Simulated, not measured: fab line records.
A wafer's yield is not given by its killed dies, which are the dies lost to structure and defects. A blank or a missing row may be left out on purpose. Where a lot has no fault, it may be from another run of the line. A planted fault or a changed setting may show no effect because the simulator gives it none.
What tool caused it? :: flow sky130 :: Sampling: 24 lots, 72 wafers, 6 of 708 route steps

WHAT THE GAUGES READ, wafer by wafer
SKY_LI_CONTACT_BOW_MEAS_03. Usual: for LI_CONTACT_BOW the level is 53 um and the standard deviation is 6.5.
lot: L075
measured: day 27 21:46
on: filmMetro-02
LI_CONTACT_BOW (um): 57 56 54
flag: 

lot: L074
measured: day 27 22:49
on: filmMetro-02
LI_CONTACT_BOW (um): 67 63 51
flag: 

lot: L076
measured: day 28 17:19
on: filmMetro-01
LI_CONTACT_BOW (um): 56 59 64
flag: 

lot: L077
measured: day 28 20:20
on: filmMetro-02
LI_CONTACT_BOW (um): 61 49 46
flag: 

lot: L078
measured: day 29 13:06
on: filmMetro-04
LI_CONTACT_BOW (um): 50 51 57
flag: 

lot: L080
measured: day 30 10:43
on: filmMetro-04
LI_CONTACT_BOW (um): 59 37 52
flag: 

lot: L079
measured: day 30 12:59
on: filmMetro-04
LI_CONTACT_BOW (um): 69 40 50
flag: 

lot: L081
measured: day 30 16:56
on: filmMetro-02
LI_CONTACT_BOW (um): 48 61 59
flag: 

lot: L082
measured: day 30 19:15
on: filmMetro-04
LI_CONTACT_BOW (um): 48 51 57
flag: 

lot: L083
measured: day 31 00:23
on: filmMetro-04
LI_CONTACT_BOW (um): 47 46 45
flag: 

lot: L084
measured: day 31 04:43
on: filmMetro-04
LI_CONTACT_BOW (um): 55 56 44
flag: 

lot: L085
measured: day 31 22:56
on: filmMetro-01
LI_CONTACT_BOW (um): 56 52 51
flag: 

lot: L086
measured: day 32 00:35
on: filmMetro-01
LI_CONTACT_BOW (um): 59 62 59
flag: 

lot: L087
measured: day 32 15:49
on: filmMetro-01
LI_CONTACT_BOW (um): 58 48 49
flag: 

lot: L088
measured: day 32 23:31
on: filmMetro-01
LI_CONTACT_BOW (um): 54 51 51
flag: 

lot: L089
measured: day 33 01:53
on: filmMetro-02
LI_CONTACT_BOW (um): 54 51 62
flag: 

lot: L090
measured: day 33 11:15
on: filmMetro-02
LI_CONTACT_BOW (um): 65 52 61
flag: 

lot: L091
measured: day 33 13:28
on: filmMetro-04
LI_CONTACT_BOW (um): 46 59 52
flag: 

lot: L092
measured: day 33 15:56
on: filmMetro-02
LI_CONTACT_BOW (um): 56 41 51
flag: 

lot: L093
measured: day 34 05:28
on: filmMetro-04
LI_CONTACT_BOW (um): 40 54 46
flag: 

lot: L094
measured: day 34 13:50
on: filmMetro-02
LI_CONTACT_BOW (um): 38 60 54
flag: 

lot: L095
measured: day 34 15:01
on: filmMetro-04
LI_CONTACT_BOW (um): 57 62 49
flag: 

lot: L096
measured: day 34 19:53
on: filmMetro-01
LI_CONTACT_BOW (um): 43 55 40
flag: 

lot: L097
measured: day 35 08:13
on: filmMetro-01
LI_CONTACT_BOW (um): 60 49 51
flag: 

SKY_METAL5_RS_MEAS_05: the measuring method here is four-point-probe. Usual: for METAL5_ALCU_RS the level is 0.0271 ohm/sq and the standard deviation is 0.00034.
lot: L075
measured: day 42 13:26
on: filmMetro-02
METAL5_ALCU_RS (ohm/sq): 0.0268 0.0269 0.0271
flag: 

lot: L074
measured: day 42 15:28
on: filmMetro-03
METAL5_ALCU_RS (ohm/sq): 0.0269 0.0268 0.0266
flag: 

lot: L076
measured: day 43 05:11
on: filmMetro-01
METAL5_ALCU_RS (ohm/sq): 0.0267 0.0269 0.0269
flag: 

lot: L077
measured: day 43 11:37
on: filmMetro-01
METAL5_ALCU_RS (ohm/sq): 0.0268 0.0267 0.0266
flag: 

lot: L078
measured: day 43 23:46
on: filmMetro-03
METAL5_ALCU_RS (ohm/sq): 0.0268 0.0271 0.0269
flag: 

lot: L080
measured: day 44 16:45
on: filmMetro-03
METAL5_ALCU_RS (ohm/sq): 0.0277 0.0277 0.0274
flag: 

lot: L079
measured: day 44 19:17
on: filmMetro-03
METAL5_ALCU_RS (ohm/sq): 0.0275 0.0274 0.0275
flag: 

lot: L081
measured: day 44 22:47
on: filmMetro-03
METAL5_ALCU_RS (ohm/sq): 0.0273 0.0272 0.0271
flag: 

lot: L082
measured: day 45 01:40
on: filmMetro-03
METAL5_ALCU_RS (ohm/sq): 0.0266 0.0266 0.0266
flag: 

lot: L083
measured: day 45 06:06
on: filmMetro-01
METAL5_ALCU_RS (ohm/sq): 0.0275 0.0273 0.0273
flag: 

lot: L084
measured: day 45 08:56
on: filmMetro-01
METAL5_ALCU_RS (ohm/sq): 0.0271 0.0271 0.0269
flag: 

lot: L085
measured: day 45 22:48
on: filmMetro-02
METAL5_ALCU_RS (ohm/sq): 0.0273 0.0279 0.0272
flag: 

lot: L086
measured: day 46 05:43
on: filmMetro-01
METAL5_ALCU_RS (ohm/sq): 0.0280 0.0273 0.0275
flag: 

lot: L087
measured: day 46 11:22
on: filmMetro-02
METAL5_ALCU_RS (ohm/sq): 0.0272 0.0269 0.0273
flag: 

lot: L088
measured: day 46 14:41
on: filmMetro-03
METAL5_ALCU_RS (ohm/sq): 0.0275 0.0275 0.0275
flag: 

lot: L089
measured: day 46 15:07
on: filmMetro-03
METAL5_ALCU_RS (ohm/sq): 0.0267 0.0267 0.0269
flag: 

lot: L090
measured: day 47 05:22
on: filmMetro-01
METAL5_ALCU_RS (ohm/sq): 0.0271 0.0271 0.0271
flag: 

lot: L091
measured: day 47 06:04
on: filmMetro-03
METAL5_ALCU_RS (ohm/sq): 0.0274 0.0278 0.0272
flag: 

lot: L092
measured: day 47 08:46
on: filmMetro-03
METAL5_ALCU_RS (ohm/sq): 0.0270 0.0266 0.0265
flag: 

lot: L093
measured: day 47 13:59
on: filmMetro-01
METAL5_ALCU_RS (ohm/sq): 0.0269 0.0274 0.0267
flag: 

lot: L094
measured: day 47 23:19
on: filmMetro-01
METAL5_ALCU_RS (ohm/sq): 0.0270 0.0272 0.0270
flag: 

lot: L095
measured: day 48 01:00
on: filmMetro-02
METAL5_ALCU_RS (ohm/sq): 0.0265 0.0265 0.0264
flag: 

lot: L096
measured: day 48 01:52
on: filmMetro-02
METAL5_ALCU_RS (ohm/sq): 0.0271 0.0270 0.0273
flag: 

lot: L097
measured: day 48 07:37
on: filmMetro-02
METAL5_ALCU_RS (ohm/sq): 0.0271 0.0271 0.0271
flag: 

EACH LOT AND THE TOOL THAT RAN IT (in order: tool; ch and the chambers of the sampled wafers; start)
lot: L075
SKY_METAL2_DESCUM_17: rieMetal-03 ch 0,1, day 34 19:14
SKY_VIA2_ETCH_14: rieDiel-04 ch 0,1,2, day 36 00:19
SKY_METAL4_DESCUM_15: rieMetal-02 ch 0,1, day 41 09:40
SKY_VIA4_CVD_18: cvdW-02 ch 0,1, day 42 12:39

lot: L074
SKY_METAL2_DESCUM_17: rieMetal-04 ch 0,1, day 34 20:31
SKY_VIA2_ETCH_14: rieDiel-03 ch 0,2, day 36 01:32
SKY_METAL4_DESCUM_15: rieMetal-04 ch 0,1, day 41 11:27
SKY_VIA4_CVD_18: cvdW-02 ch 0,1, day 42 14:40

lot: L076
SKY_METAL2_DESCUM_17: rieMetal-03 ch 0,1, day 35 15:07
SKY_VIA2_ETCH_14: rieDiel-01 ch 0,1,3, day 36 18:06
SKY_METAL4_DESCUM_15: rieMetal-04 ch 0,1, day 42 04:15
SKY_VIA4_CVD_18: cvdW-02 ch 0,1, day 43 04:22

lot: L077
SKY_METAL2_DESCUM_17: rieMetal-04 ch 0,1, day 35 19:39
SKY_VIA2_ETCH_14: rieDiel-03 ch 0,1,3, day 36 22:46
SKY_METAL4_DESCUM_15: rieMetal-02 ch 0,1, day 42 09:25
SKY_VIA4_CVD_18: cvdW-02 ch 0,1, day 43 10:34

lot: L078
SKY_METAL2_DESCUM_17: rieMetal-04 ch 0,1, day 36 12:46
SKY_VIA2_ETCH_14: rieDiel-01 ch 0,1,3, day 37 15:52
SKY_METAL4_DESCUM_15: rieMetal-04 ch 0,1, day 42 22:49
SKY_VIA4_CVD_18: cvdW-01 ch 0,1, day 43 22:57

lot: L080
SKY_METAL2_DESCUM_17: rieMetal-02 ch 0,1, day 37 08:01
SKY_VIA2_ETCH_14: rieDiel-01 ch 0,2, day 38 10:52
SKY_METAL4_DESCUM_15: rieMetal-04 ch 0,1, day 43 16:22
SKY_VIA4_CVD_18: cvdW-02 ch 0,1, day 44 15:58

lot: L079
SKY_METAL2_DESCUM_17: rieMetal-04 ch 0, day 37 09:18
SKY_VIA2_ETCH_14: rieDiel-04 ch 2,3, day 38 12:15
SKY_METAL4_DESCUM_15: rieMetal-02 ch 0,1, day 43 18:25
SKY_VIA4_CVD_18: cvdW-02 ch 0,1, day 44 18:27

lot: L081
SKY_METAL2_DESCUM_17: rieMetal-04 ch 0, day 37 15:32
SKY_VIA2_ETCH_14: rieDiel-01 ch 1,3, day 38 18:19
SKY_METAL4_DESCUM_15: rieMetal-04 ch 0, day 43 22:57
SKY_VIA4_CVD_18: cvdW-01 ch 0,1, day 44 21:58

lot: L082
SKY_METAL2_DESCUM_17: rieMetal-02 ch 0,1, day 37 18:16
SKY_VIA2_ETCH_14: rieDiel-03 ch 1,2, day 38 19:57
SKY_METAL4_DESCUM_15: rieMetal-03 ch 0,1, day 44 01:13
SKY_VIA4_CVD_18: cvdW-02 ch 1, day 45 00:51

lot: L083
SKY_METAL2_DESCUM_17: rieMetal-04 ch 0,1, day 37 23:35
SKY_VIA2_ETCH_14: rieDiel-01 ch 0,1, day 39 01:52
SKY_METAL4_DESCUM_15: rieMetal-04 ch 0,1, day 44 05:45
SKY_VIA4_CVD_18: cvdW-01 ch 0,1, day 45 04:16

lot: L084
SKY_METAL2_DESCUM_17: rieMetal-02 ch 0, day 38 03:16
SKY_VIA2_ETCH_14: rieDiel-04 ch 1,3, day 39 05:24
SKY_METAL4_DESCUM_15: rieMetal-03 ch 1, day 44 10:27
SKY_VIA4_CVD_18: cvdW-01 ch 0,1, day 45 08:07

lot: L085
SKY_METAL2_DESCUM_17: rieMetal-03 ch 0,1, day 38 19:40
SKY_VIA2_ETCH_14: rieDiel-03 ch 1,2,3, day 39 21:24
SKY_METAL4_DESCUM_15: rieMetal-03 ch 0,1, day 44 23:46
SKY_VIA4_CVD_18: cvdW-02 ch 0,1, day 45 22:00

lot: L086
SKY_METAL2_DESCUM_17: rieMetal-04 ch 0,1, day 38 23:55
SKY_VIA2_ETCH_14: rieDiel-01 ch 0,1,3, day 40 02:24
SKY_METAL4_DESCUM_15: rieMetal-03 ch 0,1, day 45 04:45
SKY_VIA4_CVD_18: cvdW-02 ch 0,1, day 46 04:31

lot: L087
SKY_METAL2_DESCUM_17: rieMetal-02 ch 0,1, day 39 10:24
SKY_VIA2_ETCH_14: rieDiel-04 ch 1,2, day 40 11:45
SKY_METAL4_DESCUM_15: rieMetal-02 ch 0,1, day 45 11:51
SKY_VIA4_CVD_18: cvdW-01 ch 0,1, day 46 10:34

lot: L088
SKY_METAL2_DESCUM_17: rieMetal-02 ch 0,1, day 39 16:57
SKY_VIA2_ETCH_14: rieDiel-01 ch 1,3, day 40 18:33
SKY_METAL4_DESCUM_15: rieMetal-02 ch 0,1, day 45 15:15
SKY_VIA4_CVD_18: cvdW-02 ch 0,1, day 46 13:51

lot: L089
SKY_METAL2_DESCUM_17: rieMetal-03 ch 0,1, day 39 18:53
SKY_VIA2_ETCH_14: rieDiel-03 ch 1,2,3, day 40 19:52
SKY_METAL4_DESCUM_15: rieMetal-04 ch 0,1, day 45 16:25
SKY_VIA4_CVD_18: cvdW-01 ch 0,1, day 46 14:19

lot: L090
SKY_METAL2_DESCUM_17: rieMetal-04 ch 0,1, day 40 05:12
SKY_VIA2_ETCH_14: rieDiel-04 ch 0,1,2, day 41 06:42
SKY_METAL4_DESCUM_15: rieMetal-02 ch 0,1, day 46 05:42
SKY_VIA4_CVD_18: cvdW-02 ch 1, day 47 04:34

lot: L091
SKY_METAL2_DESCUM_17: rieMetal-03 ch 0,1, day 40 07:32
SKY_VIA2_ETCH_14: rieDiel-04 ch 1,2,3, day 41 08:45
SKY_METAL4_DESCUM_15: rieMetal-04 ch 0,1, day 46 06:41
SKY_VIA4_CVD_18: cvdW-01 ch 0,1, day 47 05:15

lot: L092
SKY_METAL2_DESCUM_17: rieMetal-04 ch 0,1, day 40 10:46
SKY_VIA2_ETCH_14: rieDiel-04 ch 2,3, day 41 12:09
SKY_METAL4_DESCUM_15: rieMetal-04 ch 0,1, day 46 09:35
SKY_VIA4_CVD_18: cvdW-01 ch 0,1, day 47 07:57

lot: L093
SKY_METAL2_DESCUM_17: rieMetal-02 ch 0,1, day 40 20:22
SKY_VIA2_ETCH_14: rieDiel-03 ch 2,3, day 41 22:13
SKY_METAL4_DESCUM_15: rieMetal-02 ch 0,1, day 46 14:43
SKY_VIA4_CVD_18: cvdW-02 ch 0,1, day 47 13:11

lot: L094
SKY_METAL2_DESCUM_17: rieMetal-04 ch 0,1, day 41 05:13
SKY_VIA2_ETCH_14: rieDiel-03 ch 0,1,3, day 42 06:55
SKY_METAL4_DESCUM_15: rieMetal-04 ch 0,1, day 47 00:36
SKY_VIA4_CVD_18: cvdW-02 ch 0,1, day 47 22:30

lot: L095
SKY_METAL2_DESCUM_17: rieMetal-03 ch 0,1, day 41 06:21
SKY_VIA2_ETCH_14: rieDiel-01 ch 0,2, day 42 08:57
SKY_METAL4_DESCUM_15: rieMetal-03 ch 0,1, day 47 02:03
SKY_VIA4_CVD_18: cvdW-01 ch 0,1, day 48 00:12

lot: L096
SKY_METAL2_DESCUM_17: rieMetal-02 ch 0,1, day 41 10:18
SKY_VIA2_ETCH_14: rieDiel-01 ch 0,1,2, day 42 12:57
SKY_METAL4_DESCUM_15: rieMetal-03 ch 0,1, day 47 03:31
SKY_VIA4_CVD_18: cvdW-01 ch 0,1, day 48 01:04

lot: L097
SKY_METAL2_DESCUM_17: rieMetal-03 ch 0,1, day 41 18:28
SKY_VIA2_ETCH_14: rieDiel-01 ch 0,1,3, day 42 19:58
SKY_METAL4_DESCUM_15: rieMetal-04 ch 0,1, day 47 10:10
SKY_VIA4_CVD_18: cvdW-01 ch 0,1, day 48 06:49
- SKY_METAL2_DESCUM_17: chemistry O2, time 8 s.
- SKY_VIA2_ETCH_14: etches BARC in N2/H2, stops on SiO2, time 45.9 s, target depth 60 nm.
- SKY_METAL4_DESCUM_15: chemistry O2, time 8 s.
- SKY_VIA4_CVD_18: deposits W, target thk 505 nm, time 152.14 s.

AS READ BY THE TOOLS THEMSELVES (means over the sampled wafers that have a number; for cases with no such wafer, the mark the record gives instead)
SKY_METAL2_DESCUM_17. Usual: drypumpMotorCurrentA 5.6 A, standard deviation 0.63; heBacksideLeakSccm 3.36 sccm, standard deviation 0.28; oesProductAu 1.005 a.u., standard deviation 0.011.
lot: L075
tool: rieMetal-03
drypumpMotorCurrentA (A): 6.2
heBacksideLeakSccm (sccm): 3.59
oesProductAu (a.u.): 1.003
flag: 

lot: L074
tool: rieMetal-04
drypumpMotorCurrentA (A): 5.0
heBacksideLeakSccm (sccm): 3.20
oesProductAu (a.u.): 0.997
flag: 

lot: L076
tool: rieMetal-03
drypumpMotorCurrentA (A): 6.2
heBacksideLeakSccm (sccm): 3.41
oesProductAu (a.u.): 1.005
flag: 

lot: L077
tool: rieMetal-04
drypumpMotorCurrentA (A): 5.3
heBacksideLeakSccm (sccm): 3.81
oesProductAu (a.u.): 0.989
flag: 

lot: L078
tool: rieMetal-04
drypumpMotorCurrentA (A): 5.3
heBacksideLeakSccm (sccm): 3.89
oesProductAu (a.u.): 0.995
flag: 

lot: L080
tool: rieMetal-02
drypumpMotorCurrentA (A): 5.9
heBacksideLeakSccm (sccm): 3.38
oesProductAu (a.u.): 1.006
flag: 

lot: L079
tool: rieMetal-04
drypumpMotorCurrentA (A): 4.6
heBacksideLeakSccm (sccm): 3.18
oesProductAu (a.u.): 0.997
flag: 

lot: L081
tool: rieMetal-04
drypumpMotorCurrentA (A): 4.6
heBacksideLeakSccm (sccm): 3.19
oesProductAu (a.u.): 0.988
flag: 

lot: L082
tool: rieMetal-02
drypumpMotorCurrentA (A): 5.7
heBacksideLeakSccm (sccm): 3.40
oesProductAu (a.u.): 1.007
flag: 

lot: L083
tool: rieMetal-04
drypumpMotorCurrentA (A): 5.3
heBacksideLeakSccm (sccm): 3.20
oesProductAu (a.u.): 0.996
flag: 

lot: L084
tool: rieMetal-02
drypumpMotorCurrentA (A): 5.5
heBacksideLeakSccm (sccm): 3.31
oesProductAu (a.u.): 1.019
flag: 

lot: L085
tool: rieMetal-03
drypumpMotorCurrentA (A): 6.3
heBacksideLeakSccm (sccm): 3.39
oesProductAu (a.u.): 1.002
flag: 

lot: L086
tool: rieMetal-04
drypumpMotorCurrentA (A): 5.3
heBacksideLeakSccm (sccm): 3.42
oesProductAu (a.u.): 1.001
flag: 

lot: L087
tool: rieMetal-02
drypumpMotorCurrentA (A): 5.7
heBacksideLeakSccm (sccm): 3.28
oesProductAu (a.u.): 1.019
flag: 

lot: L088
tool: rieMetal-02
drypumpMotorCurrentA (A): 5.7
heBacksideLeakSccm (sccm): 3.34
oesProductAu (a.u.): 1.016
flag: 

lot: L089
tool: rieMetal-03
drypumpMotorCurrentA (A): 6.3
heBacksideLeakSccm (sccm): 3.56
oesProductAu (a.u.): 1.007
flag: 

lot: L090
tool: rieMetal-04
drypumpMotorCurrentA (A): 5.3
heBacksideLeakSccm (sccm): 3.24
oesProductAu (a.u.): 1.002
flag: 

lot: L091
tool: rieMetal-03
drypumpMotorCurrentA (A): 6.3
heBacksideLeakSccm (sccm): 3.45
oesProductAu (a.u.): 1.001
flag: 

lot: L092
tool: rieMetal-04
drypumpMotorCurrentA (A): 4.9
heBacksideLeakSccm (sccm): 2.97
oesProductAu (a.u.): 1.008
flag: 

lot: L093
tool: rieMetal-02
drypumpMotorCurrentA (A): 5.9
heBacksideLeakSccm (sccm): 3.30
oesProductAu (a.u.): 1.023
flag: 

lot: L094
tool: rieMetal-04
drypumpMotorCurrentA (A): 5.0
heBacksideLeakSccm (sccm): 3.38
oesProductAu (a.u.): 1.009
flag: 

lot: L095
tool: rieMetal-03
drypumpMotorCurrentA (A): 6.3
heBacksideLeakSccm (sccm): 3.44
oesProductAu (a.u.): 1.007
flag: 

lot: L096
tool: rieMetal-02
drypumpMotorCurrentA (A): 5.9
heBacksideLeakSccm (sccm): 3.24
oesProductAu (a.u.): 1.022
flag: 

lot: L097
tool: rieMetal-03
drypumpMotorCurrentA (A): 6.3
heBacksideLeakSccm (sccm): 3.64
oesProductAu (a.u.): 1.002
flag: 

SKY_VIA2_ETCH_14. Usual: drypumpMotorCurrentA 5.8 A, standard deviation 0.5; oesProductAu 0.855 a.u., standard deviation 0.0041; throttleValvePct 13.225 %, standard deviation 0.01.
lot: L075
tool: rieDiel-04
drypumpMotorCurrentA (A): 6.0
oesProductAu (a.u.): 0.858
throttleValvePct (%): 13.223
flag: 

lot: L074
tool: rieDiel-03
drypumpMotorCurrentA (A): 5.6
oesProductAu (a.u.): 0.857
throttleValvePct (%): 13.217
flag: 

lot: L076
tool: rieDiel-01
drypumpMotorCurrentA (A): 5.8
oesProductAu (a.u.): 0.855
throttleValvePct (%): 13.223
flag: 

lot: L077
tool: rieDiel-03
drypumpMotorCurrentA (A): 5.1
oesProductAu (a.u.): 0.856
throttleValvePct (%): 13.227
flag: 

lot: L078
tool: rieDiel-01
drypumpMotorCurrentA (A): 5.9
oesProductAu (a.u.): 0.856
throttleValvePct (%): 13.219
flag: 

lot: L080
tool: rieDiel-01
drypumpMotorCurrentA (A): 6.4
oesProductAu (a.u.): 0.852
throttleValvePct (%): 13.225
flag: 

lot: L079
tool: rieDiel-04
drypumpMotorCurrentA (A): 6.1
oesProductAu (a.u.): 0.852
throttleValvePct (%): 13.219
flag: 

lot: L081
tool: rieDiel-01
drypumpMotorCurrentA (A): 5.6
oesProductAu (a.u.): 0.854
throttleValvePct (%): 13.217
flag: 

lot: L082
tool: rieDiel-03
drypumpMotorCurrentA (A): 5.5
oesProductAu (a.u.): 0.858
throttleValvePct (%): 13.231
flag: 

lot: L083
tool: rieDiel-01
drypumpMotorCurrentA (A): 6.1
oesProductAu (a.u.): 0.858
throttleValvePct (%): 13.223
flag: 

lot: L084
tool: rieDiel-04
drypumpMotorCurrentA (A): 5.8
oesProductAu (a.u.): 0.855
throttleValvePct (%): 13.225
flag: 

lot: L085
tool: rieDiel-03
drypumpMotorCurrentA (A): 5.4
oesProductAu (a.u.): 0.855
throttleValvePct (%): 13.217
flag: 

lot: L086
tool: rieDiel-01
drypumpMotorCurrentA (A): 5.8
oesProductAu (a.u.): 0.856
throttleValvePct (%): 13.232
flag: 

lot: L087
tool: rieDiel-04
drypumpMotorCurrentA (A): 5.9
oesProductAu (a.u.): 0.855
throttleValvePct (%): 13.220
flag: 

lot: L088
tool: rieDiel-01
drypumpMotorCurrentA (A): 5.6
oesProductAu (a.u.): 0.858
throttleValvePct (%): 13.232
flag: 

lot: L089
tool: rieDiel-03
drypumpMotorCurrentA (A): 5.4
oesProductAu (a.u.): 0.855
throttleValvePct (%): 13.226
flag: 

lot: L090
tool: rieDiel-04
drypumpMotorCurrentA (A): 6.0
oesProductAu (a.u.): 0.858
throttleValvePct (%): 13.223
flag: 

lot: L091
tool: rieDiel-04
drypumpMotorCurrentA (A): 6.0
oesProductAu (a.u.): 0.855
throttleValvePct (%): 13.226
flag: 

lot: L092
tool: rieDiel-04
drypumpMotorCurrentA (A): 6.2
oesProductAu (a.u.): 0.853
throttleValvePct (%): 13.231
flag: 

lot: L093
tool: rieDiel-03
drypumpMotorCurrentA (A): 5.6
oesProductAu (a.u.): 0.853
throttleValvePct (%): 13.224
flag: 

lot: L094
tool: rieDiel-03
drypumpMotorCurrentA (A): 5.1
oesProductAu (a.u.): 0.853
throttleValvePct (%): 13.231
flag: 

lot: L095
tool: rieDiel-01
drypumpMotorCurrentA (A): 6.4
oesProductAu (a.u.): 0.852
throttleValvePct (%): 13.234
flag: 

lot: L096
tool: rieDiel-01
drypumpMotorCurrentA (A): 6.0
oesProductAu (a.u.): 0.857
throttleValvePct (%): 13.221
flag: 

lot: L097
tool: rieDiel-01
drypumpMotorCurrentA (A): 5.8
oesProductAu (a.u.): 0.858
throttleValvePct (%): 13.226
flag: 

SKY_METAL4_DESCUM_15. Usual: drypumpMotorCurrentA 5.6 A, standard deviation 0.6; heBacksideLeakSccm 3.34 sccm, standard deviation 0.21; oesProductAu 1.009 a.u., standard deviation 0.0085.
lot: L075
tool: rieMetal-02
drypumpMotorCurrentA (A): 5.7
heBacksideLeakSccm (sccm): 3.29
oesProductAu (a.u.): 1.019
flag: 

lot: L074
tool: rieMetal-04
drypumpMotorCurrentA (A): 5.4
heBacksideLeakSccm (sccm): 3.16
oesProductAu (a.u.): 1.006
flag: 

lot: L076
tool: rieMetal-04
drypumpMotorCurrentA (A): 4.9
heBacksideLeakSccm (sccm): 3.19
oesProductAu (a.u.): 1.016
flag: 

lot: L077
tool: rieMetal-02
drypumpMotorCurrentA (A): 5.9
heBacksideLeakSccm (sccm): 3.38
oesProductAu (a.u.): 1.002
flag: 

lot: L078
tool: rieMetal-04
drypumpMotorCurrentA (A): 5.3
heBacksideLeakSccm (sccm): 3.18
oesProductAu (a.u.): 1.017
flag: 

lot: L080
tool: rieMetal-04
drypumpMotorCurrentA (A): 5.3
heBacksideLeakSccm (sccm): 3.11
oesProductAu (a.u.): 1.009
flag: 

lot: L079
tool: rieMetal-02
drypumpMotorCurrentA (A): 5.7
heBacksideLeakSccm (sccm): 3.29
oesProductAu (a.u.): 1.022
flag: 

lot: L081
tool: rieMetal-04
drypumpMotorCurrentA (A): 4.6
heBacksideLeakSccm (sccm): 3.03
oesProductAu (a.u.): 1.000
flag: 

lot: L082
tool: rieMetal-03
drypumpMotorCurrentA (A): 6.2
heBacksideLeakSccm (sccm): 3.73
oesProductAu (a.u.): 1.004
flag: 

lot: L083
tool: rieMetal-04
drypumpMotorCurrentA (A): 5.3
heBacksideLeakSccm (sccm): 3.15
oesProductAu (a.u.): 1.016
flag: 

lot: L084
tool: rieMetal-03
drypumpMotorCurrentA (A): 6.4
heBacksideLeakSccm (sccm): 3.71
oesProductAu (a.u.): 1.010
flag: 

lot: L085
tool: rieMetal-03
drypumpMotorCurrentA (A): 6.3
heBacksideLeakSccm (sccm): 3.42
oesProductAu (a.u.): 1.002
flag: 

lot: L086
tool: rieMetal-03
drypumpMotorCurrentA (A): 6.1
heBacksideLeakSccm (sccm): 3.55
oesProductAu (a.u.): 1.007
flag: 

lot: L087
tool: rieMetal-02
drypumpMotorCurrentA (A): 5.7
heBacksideLeakSccm (sccm): 3.27
oesProductAu (a.u.): 1.016
flag: 

lot: L088
tool: rieMetal-02
drypumpMotorCurrentA (A): 5.8
heBacksideLeakSccm (sccm): 3.38
oesProductAu (a.u.): 1.007
flag: 

lot: L089
tool: rieMetal-04
drypumpMotorCurrentA (A): 5.4
heBacksideLeakSccm (sccm): 3.07
oesProductAu (a.u.): 1.007
flag: 

lot: L090
tool: rieMetal-02
drypumpMotorCurrentA (A): 5.9
heBacksideLeakSccm (sccm): 3.51
oesProductAu (a.u.): 1.006
flag: 

lot: L091
tool: rieMetal-04
drypumpMotorCurrentA (A): 5.3
heBacksideLeakSccm (sccm): 3.31
oesProductAu (a.u.): 1.009
flag: 

lot: L092
tool: rieMetal-04
drypumpMotorCurrentA (A): 5.4
heBacksideLeakSccm (sccm): 3.21
oesProductAu (a.u.): 1.007
flag: 

lot: L093
tool: rieMetal-02
drypumpMotorCurrentA (A): 5.7
heBacksideLeakSccm (sccm): 3.43
oesProductAu (a.u.): 1.014
flag: 

lot: L094
tool: rieMetal-04
drypumpMotorCurrentA (A): 5.3
heBacksideLeakSccm (sccm): 3.28
oesProductAu (a.u.): 1.005
flag: 

lot: L095
tool: rieMetal-03
drypumpMotorCurrentA (A): 6.3
heBacksideLeakSccm (sccm): 3.52
oesProductAu (a.u.): 1.006
flag: 

lot: L096
tool: rieMetal-03
drypumpMotorCurrentA (A): 6.3
heBacksideLeakSccm (sccm): 3.70
oesProductAu (a.u.): 1.008
flag: 

lot: L097
tool: rieMetal-04
drypumpMotorCurrentA (A): 4.9
heBacksideLeakSccm (sccm): 3.38
oesProductAu (a.u.): 1.005
flag: 

SKY_VIA4_CVD_18. Usual: heaterPowerW at 912 W, with a standard deviation of 92.
lot: L075
tool: cvdW-02
heaterPowerW (W): 956
flag: 

lot: L074
tool: cvdW-02
heaterPowerW (W): 887
flag: 

lot: L076
tool: cvdW-02
heaterPowerW (W): 893
flag: 

lot: L077
tool: cvdW-02
heaterPowerW (W): 884
flag: 

lot: L078
tool: cvdW-01
heaterPowerW (W): 863
flag: 

lot: L080
tool: cvdW-02
heaterPowerW (W): 888
flag: 

lot: L079
tool: cvdW-02
heaterPowerW (W): 959
flag: 

lot: L081
tool: cvdW-01
heaterPowerW (W): 861
flag: 

lot: L082
tool: cvdW-02
heaterPowerW (W): 1037
flag: 

lot: L083
tool: cvdW-01
heaterPowerW (W): 875
flag: 

lot: L084
tool: cvdW-01
heaterPowerW (W): 879
flag: 

lot: L085
tool: cvdW-02
heaterPowerW (W): 886
flag: 

lot: L086
tool: cvdW-02
heaterPowerW (W): 884
flag: 

lot: L087
tool: cvdW-01
heaterPowerW (W): 931
flag: 

lot: L088
tool: cvdW-02
heaterPowerW (W): 973
flag: 

lot: L089
tool: cvdW-01
heaterPowerW (W): 916
flag: 

lot: L090
tool: cvdW-02
heaterPowerW (W): 1025
flag: 

lot: L091
tool: cvdW-01
heaterPowerW (W): 919
flag: 

lot: L092
tool: cvdW-01
heaterPowerW (W): 865
flag: 

lot: L093
tool: cvdW-02
heaterPowerW (W): 979
flag: 

lot: L094
tool: cvdW-02
heaterPowerW (W): 970
flag: 

lot: L095
tool: cvdW-01
heaterPowerW (W): 867
flag: 

lot: L096
tool: cvdW-01
heaterPowerW (W): 894
flag: 

lot: L097
tool: cvdW-01
heaterPowerW (W): 889
flag: 

THE ANSWER, worked out from the rows above alone
Rule: take the mean of a lot's wafers that have a number; if it is more than 3 standard deviations from the usual mean, the lot is off. Also off: a lot with no number at a reading for which 4 or more lots have one. The other lots that the step has rows for count as sound. First the gauges in route order, then the tools' own readings, where a lot's mean is used as printed above. The first step at which some lot is off is used, and at that step the reading that is off furthest; a lot without a number counts as furthest.
No lot is off at any reading shown: from this, nothing can be told.

WHAT THE SIMULATOR HAD PUT IN
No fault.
